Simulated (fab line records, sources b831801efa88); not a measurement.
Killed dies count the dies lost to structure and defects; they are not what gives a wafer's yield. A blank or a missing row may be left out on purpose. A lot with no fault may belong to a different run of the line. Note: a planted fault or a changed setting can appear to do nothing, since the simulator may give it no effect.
fab line records	flow gf180mcu
[record] lots = 15	wafers = 45	lastDay = 34
route steps=602 shown V3@445 M4@459
lots that met no fault: from a run of the same line without faults
startH: the number of hours between the record's first day and the start of the first shown wafer of the lot	waitH: hours elapsed since this lot's preceding step	" same as the row above	L1.1+2: one row covering several wafers at once	- either no value or no given start	* or withheld: withheld	< > ~ a bound
route shown NAME@n: a module of which the file shows steps, and the number in the route of the first	usual: the fault-free wafers' mean and standard deviation	same: alike in all rows	chamber/n: place in a boat	sites: the reading at each site	_std_site: the standard deviation of these	_edge_site: the outer-site mean with the inner-site mean subtracted	radiusMm: how far each site lies from the wafer's centre	mask NAME#n: copy n	behind: the last tool/chamber to shape the wafer	hold: cause of the lot's hold/its duration in hours/its outcome	device: whichever transistor did not switch (one of n, p or np)	end of line: the tests these same wafers got at the end of their route	a step given without rows: its recipe and nothing more	killed: not the wafer's yield, but the dies lost to structure and defects at the first sort	map: dies across one wafer; x = killed, . = not, _ = none there
set.NAME: the setting that was run; set.NAME@STEP: the one run at that earlier step	model.NAME: the simulator's own value behind a step, which no gauge read
one table for each step of the route and one row for each wafer, over a sample of lots
services: from which hour (startH, from the record's first day; less than 0 if before it) a tool's chamber was out of use, for how many hours, and why
[[steps]]
[step GF_V3_ETCH_16]
[recipe] chemistry = N2/H2	targetDepthA = withheld	overetchA = withheld	timeS = withheld	target = BARC	ionEnergyEv = 200	sourceW = 500	biasW = 100	pressureMtorr = 30	n2FlowSccm = 100	h2FlowSccm = 200
[usual] drypumpMotorCurrentA = 5.6/0.31	oesProductAu = 0.855/0.0046	throttleValvePct = 13.224/0.0089
lot.wafer	tool	chamber	startH	waitH	drypumpMotorCurrentA	oesProductAu	throttleValvePct
L250.2	rieDiel-04	3	522.22	0.0	5.4	0.859	13.234
L250.4	"	0	"	"	5.1	0.851	13.232
L250.5	"	1	"	"	5.7	0.859	13.218
L252.1	rieDiel-04	2	529.93	0.0	5.2	0.855	13.231
L252.3	"	3	"	"	5.4	0.865	13.227
L252.4	"	0	"	"	5.1	0.848	13.211
L251.1	rieDiel-01	0	532.87	0.0	5.8	0.856	13.222
L251.2	"	3	"	"	5.9	0.864	13.231
L251.3	"	2	"	"	5.9	0.855	13.239
L253.2	rieDiel-04	3	537.57	0.0	5.4	0.851	13.225
L253.5	"	0	"	"	5.0	0.856	13.225
L253.6	"	1	"	"	5.8	0.849	13.232
L254.2	rieDiel-01	1	552.42	0.0	5.9	0.849	13.235
L254.3	"	3	"	"	6.0	0.859	13.218
L254.5	"	1	"	"	5.9	0.856	13.217
L256.1	rieDiel-03	2	568.67	0.0	5.4	0.851	13.232
L256.2	"	0	"	"	6.0	0.856	13.215
L256.4	"	3	"	"	5.7	0.854	13.208
L257.3	rieDiel-01	2	569.67	0.0	5.8	0.859	13.207
L257.4	"	3	"	"	6.0	0.855	13.220
L257.6	"	3	"	"	6.0	0.843	13.237
L258.1	rieDiel-04	2	577.17	0.0	5.2	0.849	13.216
L258.3	"	3	"	"	5.4	0.847	13.227
L258.6	"	0	"	"	5.0	0.861	13.219
L259.1	rieDiel-03	0	590.87	0.0	6.0	0.857	13.201
L259.3	"	2	"	"	5.4	0.853	13.242
L259.4	"	1	"	"	5.8	0.857	13.211
L267.1	rieDiel-03	1	649.17	0.0	5.7	0.854	13.212
L267.5	"	1	"	"	5.7	0.855	13.231
L267.6	"	2	"	"	5.5	0.847	13.216
L268.1	rieDiel-04	3	658.82	0.0	5.4	0.860	13.218
L268.2	"	1	"	"	5.8	0.857	13.252
L268.4	"	0	"	"	5.1	0.855	13.216
L269.1	rieDiel-01	2	667.56	0.0	5.8	0.862	13.225
L269.2	"	0	"	"	5.8	0.860	13.229
L269.3	"	1	"	"	5.9	0.856	13.216
L271.1	rieDiel-03	1	672.97	0.0	5.7	0.850	13.227
L271.3	"	2	"	"	5.5	0.848	13.219
L271.5	"	2	"	"	5.4	0.861	13.232
L270.1	rieDiel-04	1	673.66	0.0	5.7	0.852	13.226
L270.5	"	3	"	"	5.4	0.852	13.224
L270.6	"	2	"	"	5.2	0.855	13.219
L273.2	rieDiel-04	3	690.06	0.0	5.4	0.848	13.228
L273.3	"	2	"	"	5.2	0.856	13.225
L273.5	"	0	"	"	5.1	0.856	13.225
[step GF_M4_SPUTTER_03]
[recipe] material = Ti	targetThkNm = 10	substrateTempC = 300	chamberPressurePa = 0.3	powerW = 3000	timeS = 6.7
[usual] cathodeDcPowerW = 3000.0/0.52	throttleValvePct = 29.7/1.2
lot.wafer	tool	chamber	startH	waitH	cathodeDcPowerW	throttleValvePct
L250.2	pvdSputter-03	-	523.73	0.0	3001.4	32.1
L250.4	"	-	"	"	3000.3	30.7
L250.5	"	-	"	"	2999.7	28.4
L252.1	pvdSputter-02	-	531.67	0.0	3000.3	29.3
L252.3	"	-	"	"	3000.4	29.3
L252.4	"	-	"	"	3000.0	30.9
L251.1	pvdSputter-02	-	534.39	0.0	3000.0	30.7
L251.2	"	-	"	"	3000.1	29.1
L251.3	"	-	"	"	2999.9	29.4
L253.2	pvdSputter-01	-	539.09	0.0	3000.6	28.9
L253.5	"	-	"	"	2999.8	29.6
L253.6	"	-	"	"	3001.0	29.9
L254.2	pvdSputter-02	-	554.08	0.0	3000.1	29.3
L254.3	"	-	"	"	2999.4	29.2
L254.5	"	-	"	"	3001.1	29.5
L256.1	pvdSputter-02	-	570.32	0.0	2999.6	29.3
L256.2	"	-	"	"	2999.5	28.8
L256.4	"	-	"	"	3000.2	30.8
L257.3	pvdSputter-03	-	571.22	0.0	3000.4	30.5
L257.4	"	-	"	"	2999.9	30.8
L257.6	"	-	"	"	3000.2	32.1
L258.1	pvdSputter-01	-	578.79	0.0	2999.8	29.7
L258.3	"	-	"	"	2999.8	30.0
L258.6	"	-	"	"	2999.6	29.2
L259.1	pvdSputter-03	-	592.38	0.0	3000.6	30.8
L259.3	"	-	"	"	2999.6	28.4
L259.4	"	-	"	"	2999.4	32.3
L267.1	pvdSputter-01	-	651.03	0.0	3000.6	29.2
L267.5	"	-	"	"	3001.0	28.3
L267.6	"	-	"	"	3000.0	29.7
L268.1	pvdSputter-03	-	660.68	0.0	2999.9	28.5
L268.2	"	-	"	"	2999.9	29.2
L268.4	"	-	"	"	2999.0	32.5
L269.1	pvdSputter-02	-	669.09	0.0	3000.5	29.7
L269.2	"	-	"	"	3000.2	29.0
L269.3	"	-	"	"	2998.7	29.3
L271.1	pvdSputter-03	-	674.48	0.0	2999.7	32.1
L271.3	"	-	"	"	3000.9	29.3
L271.5	"	-	"	"	2999.3	28.5
L270.1	pvdSputter-02	-	675.18	0.0	3000.3	29.0
L270.5	"	-	"	"	2999.9	30.7
L270.6	"	-	"	"	3000.1	29.4
L273.2	pvdSputter-01	-	691.78	0.0	3000.1	28.2
L273.3	"	-	"	"	2999.4	29.8
L273.5	"	-	"	"	3000.3	27.8
[step GF_M4_DEVELOP_13]
[recipe] developTimeS = 60	devTempC = 21
[usual] chillPlateTempC = 23.02/0.12	developTimeS = 60/0	developerTempC = 20.97/0.091
lot.wafer	tool	chamber	startH	waitH	chillPlateTempC	developTimeS	developerTempC
L250.2	lithoTrack-02	0	546.34	0.2	22.93	60	20.91
L250.4	"	0	"	"	22.86	60	20.86
L250.5	"	0	"	"	22.83	60	20.84
L252.1	lithoTrack-04	0	554.16	0.2	22.79	60	20.97
L252.3	"	0	"	"	22.88	60	20.86
L252.4	"	0	"	"	23.16	60	21.06
L251.1	lithoTrack-04	0	557.06	0.2	23.06	60	21.01
L251.2	"	0	"	"	23.03	60	21.11
L251.3	"	0	"	"	23.21	60	21.06
L253.2	lithoTrack-02	0	561.04	0.2	23.00	60	21.12
L253.5	"	0	"	"	23.18	60	21.18
L253.6	"	0	"	"	23.08	60	21.14
L254.2	lithoTrack-02	0	576.14	0.2	23.02	60	21.02
L254.3	"	0	"	"	22.92	60	20.97
L254.5	"	0	"	"	23.07	60	20.92
L256.1	lithoTrack-04	0	591.51	0.2	23.16	60	21.06
L256.2	"	0	"	"	23.08	60	20.92
L256.4	"	0	"	"	23.05	60	20.90
L257.3	lithoTrack-03	-	592.01	0.1	-	-	-
L257.4	"	-	"	"	-	-	-
L257.6	"	-	"	"	-	-	-
L258.1	lithoTrack-02	-	599.96	0.2	-	-	-
L258.3	"	-	"	"	-	-	-
L258.6	"	-	"	"	-	-	-
L259.1	lithoTrack-02	-	613.06	0.2	-	-	-
L259.3	"	-	"	"	-	-	-
L259.4	"	-	"	"	-	-	-
L267.1	lithoTrack-02	0	670.16	0.2	23.01	60	20.95
L267.5	"	0	"	"	22.99	60	21.01
L267.6	"	0	"	"	22.93	60	21.10
L268.1	lithoTrack-03	0	679.41	0.2	22.86	60	20.95
L268.2	"	0	"	"	22.87	60	20.89
L268.4	"	0	"	"	22.93	60	21.01
L269.1	lithoTrack-03	0	688.41	0.2	22.78	60	21.08
L269.2	"	0	"	"	22.86	60	20.91
L269.3	"	0	"	"	22.97	60	20.95
L271.1	lithoTrack-03	0	693.86	0.2	22.92	60	21.11
L271.3	"	0	"	"	22.94	60	20.96
L271.5	"	0	"	"	22.90	60	20.93
L270.1	lithoTrack-02	0	694.16	0.2	23.06	60	20.81
L270.5	"	0	"	"	23.18	60	20.89
L270.6	"	0	"	"	23.08	60	20.94
L273.2	lithoTrack-02	0	710.29	0.2	23.05	60	20.94
L273.3	"	0	"	"	23.12	60	21.07
L273.5	"	0	"	"	23.08	60	21.00
[step GF_M4_METAL_ETCH_16]
[recipe] chemistry = Cl2/BCl3	maskMaterial = KrF	targetDepthNm = 627.5	stopOn = SiO2	pressureMtorr = 8	icpW = 800	biasW = 140	Cl2_flow_sccm = 80	bcl3FlowSccm = 40	timeS = 104.6
[usual] drypumpMotorCurrentA = 5.5/0.31	heBacksideLeakSccm = 3.4/0.35	oesProductAu = 0.971/0.0065	throttleValvePct = 28.250/0.01
lot.wafer	tool	chamber	startH	waitH	drypumpMotorCurrentA	heBacksideLeakSccm	oesProductAu	rfHoursCounterH	throttleValvePct
L250.2	rieMetal-02	0	546.66	0.1	5.6	3.4	0.958	-	28.268
L250.4	"	0	"	"	5.6	3.4	0.973	-	28.255
L250.5	"	0	"	"	5.6	3.5	0.969	-	28.264
L252.1	rieMetal-02	0	554.47	0.0	5.6	3.4	0.967	1.8	28.253
L252.3	"	0	"	"	5.6	3.4	0.974	-	28.256
L252.4	"	1	"	"	5.6	3.2	0.968	-	28.245
L251.1	rieMetal-01	1	557.37	0.0	5.6	3.7	0.956	6.9	28.245
L251.2	"	1	"	"	5.6	3.5	0.976	-	28.248
L251.3	"	1	"	"	5.6	3.4	0.977	-	28.247
L253.2	rieMetal-04	1	561.32	0.0	5.0	2.8	0.978	1.5	28.267
L253.5	"	1	"	"	5.0	3.2	0.976	-	28.243
L253.6	"	0	"	"	5.8	3.3	0.973	-	28.259
L254.2	rieMetal-01	1	576.42	0.0	5.6	3.2	0.981	7.5	28.243
L254.3	"	1	"	"	5.6	3.5	0.972	-	28.262
L254.5	"	0	"	"	5.0	3.6	0.972	-	28.236
L256.1	rieMetal-01	1	591.82	0.0	5.6	3.2	0.965	7.9	28.244
L256.2	"	0	"	"	5.1	3.6	0.968	0.8	28.245
L256.4	"	0	"	"	5.0	3.5	0.973	-	28.266
L257.3	rieMetal-02	1	592.30	0.1	5.6	3.3	0.978	-	28.256
L257.4	"	0	"	"	5.6	3.4	0.967	-	28.233
L257.6	"	1	"	"	5.6	3.4	0.973	-	28.244
L258.1	rieMetal-01	0	600.27	0.0	5.0	3.5	0.983	1.0	28.249
L258.3	"	1	"	"	5.6	3.1	0.981	-	28.237
L258.6	"	0	"	"	5.1	3.6	0.978	-	28.257
L259.1	rieMetal-02	1	613.37	0.0	5.6	3.4	0.975	4.2	28.245
L259.3	"	1	"	"	5.6	3.4	0.978	-	28.244
L259.4	"	0	"	"	5.6	3.3	0.959	-	28.252
L267.1	rieMetal-04	0	670.47	0.0	5.8	3.4	0.979	9.2	28.255
L267.5	"	0	"	"	5.8	3.1	0.973	-	28.245
L267.6	"	1	"	"	4.9	3.6	0.961	-	28.243
L268.1	rieMetal-02	1	679.71	0.0	5.6	3.4	0.969	6.3	28.259
L268.2	"	0	"	"	5.6	3.4	0.976	5.1	28.248
L268.4	"	0	"	"	5.6	3.5	0.975	-	28.258
L269.1	rieMetal-02	1	688.71	0.0	5.6	3.0	0.968	6.5	28.267
L269.2	"	0	"	"	5.6	3.3	0.967	5.3	28.262
L269.3	"	0	"	"	5.6	3.7	0.975	-	28.235
L271.1	rieMetal-04	0	694.16	0.0	5.8	3.5	0.962	10.0	28.251
L271.3	"	0	"	"	5.8	3.3	0.966	-	28.247
L271.5	"	1	"	"	5.0	3.5	0.967	-	28.256
L270.1	rieMetal-01	1	694.47	0.0	5.6	3.2	0.971	12.2	28.242
L270.5	"	1	"	"	5.6	3.1	0.974	-	28.253
L270.6	"	1	"	"	5.6	3.2	0.969	-	28.230
L273.2	rieMetal-04	0	710.57	0.0	5.8	3.5	0.976	10.6	28.235
L273.3	"	1	"	"	4.9	3.1	0.973	-	28.249
L273.5	"	1	"	"	4.9	3.1	0.975	-	28.246
[[services]]
tool	chamber	startH	hours	kind
rieDiel-03	1	500.79	3.7	repair
rieDiel-03	2	501.11	2.1	repair
rieDiel-03	0	522.86	4.8	repair
rieDiel-03	0	539.29	2.9	repair
rieMetal-02	1	539.90	9.5	repair
rieMetal-01	0	545.48	-	clean
rieDiel-04	2	545.66	12.1	repair
rieDiel-04	0	547.66	6.3	repair
rieMetal-02	0	555.71	13.2	repair
rieDiel-01	0	575.82	14.0	repair
rieDiel-04	2	578.51	10.1	repair
rieDiel-03	2	600.98	5.8	repair
rieDiel-04	3	607.38	12.5	repair
pvdSputter-01	-	608.73	1.3	repair
rieDiel-04	3	619.85	-	clean
rieDiel-04	3	619.85	20.6	scheduledDown
rieDiel-04	3	619.85	20.6	ventCycle
pvdSputter-01	-	621.96	0.6	repair
pvdSputter-01	-	652.32	0.7	repair
rieMetal-04	-	665.88	0.6	repair
rieMetal-04	-	686.08	0.7	repair
rieDiel-04	1	690.19	1.6	repair
rieDiel-04	0	692.23	5.3	repair
rieDiel-01	3	709.79	8.6	repair
[[key]]
[firstSign] step = GF_M4_DEVELOP_13	reading = toolRecord	direction = missing
effect none on later readings
metAt GF_M4_DEVELOP_13
struckLots L257,L258,L259
laterRowsLeftOut L257.3,L257.4,L257.6,L258.1,L258.3,L258.6,L259.1,L259.3,L259.4
sortLeftOut L257.3,L257.4,L257.6,L258.1,L258.3,L258.6,L259.1,L259.3,L259.4
notActingAt GF_V3_ETCH_16,GF_M4_SPUTTER_03,GF_M4_METAL_ETCH_16
onsetBetween 576.14 592.01
[fault] kind = skippedStepWhole	tool = lithoTrack-02,lithoTrack-03	chamber = -	onsetH = 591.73	steps = GF_M4_DEVELOP_13	scope = struckLotsOnly
// sortLeftOut: the simulated sort isn't trusted on such a fault, so these wafers' sort isn't shown, and their yield isn't known
// laterRowsLeftOut: the simulator's readings of these wafers behind a module that went badly wrong aren't trusted and aren't shown, but for the sort
